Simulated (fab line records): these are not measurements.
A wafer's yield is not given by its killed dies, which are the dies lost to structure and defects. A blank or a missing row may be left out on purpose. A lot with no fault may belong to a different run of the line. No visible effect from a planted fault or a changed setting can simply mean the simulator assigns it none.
Matching of chambers | flow sky130 | 4 sister chambers for SKY_LI_CONTACT_CMP_02 on cmp-01
The step polishes PSG. 8 wafers are shown with their chamber, then 12 later ones without.

WAFERS, EACH WITH ITS CHAMBER
wafer  | chamber | motor-current-A (A) | time-to-endpoint-s (s)
L082.1 | 3       | 15.1                | 32.3
L082.6 | 2       | 11.8                | 31.8
L086.1 | 2       | 11.8                | 33.4
L086.3 | 0       | 12.1                | 30.8
L086.6 | 3       | 15.2                | 33.5
L087.1 | 1       | 11.7                | 27.0
L087.2 | 0       | 12.1                | 34.2
L087.5 | 1       | 11.2                | 28.3

WAFERS WITHOUT THEIR CHAMBER
wafer  | motor-current-A (A) | time-to-endpoint-s (s)
L091.1 | 11.2                | 30.5
L091.2 | 11.3                | 30.1
L091.5 | 12.1                | 32.2
L092.1 | 14.7                | 35.7
L092.3 | 12.1                | 35.0
L092.6 | 12.6                | 35.7
L093.1 | 11.8                | 33.6
L093.3 | 11.6                | 30.8
L093.4 | 15.0                | 33.6
L095.4 | 11.5                | 32.0
L095.5 | 11.9                | 35.5
L095.6 | 11.6                | 29.0

CHAMBER TAKEN BY EACH
wafer  | from the rows above          | in truth
L091.1 | can't be placed: 1 or 2      | 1
L091.2 | can't be placed: 1 or 2      | 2
L091.5 | can't be placed: 0 or 2      | 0
L092.1 | 3                            | 3
L092.3 | can't be placed: 0 or 2      | 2
L092.6 | can't be placed: 0 or 2      | 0
L093.1 | can't be placed: 2 or 0      | 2
L093.3 | can't be placed: 2 or 1 or 0 | 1
L093.4 | 3                            | 3
L095.4 | can't be placed: 2 or 1 or 0 | 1
L095.5 | can't be placed: 2 or 0      | 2
L095.6 | can't be placed: 1 or 2      | 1
Placed correctly: 2 of 12. From these rows, 10 cannot be placed; in 10 the true chamber is one of the candidates. 0 placed wrongly.
How it was worked out, from the rows above alone: a wafer's distance from a chamber is the root of the sum, over the readings, of the square of ((its reading less the chamber's mean) divided by the reading's scatter). The wafer belongs to the nearest chamber; if the next one is less than 2 further off, it can't be placed. A chamber's mean is the mean of its shown wafers. The scatter: the root of (the sum of the squares of (reading less its chamber's mean) over the shown wafers, divided by (wafers less chambers)).
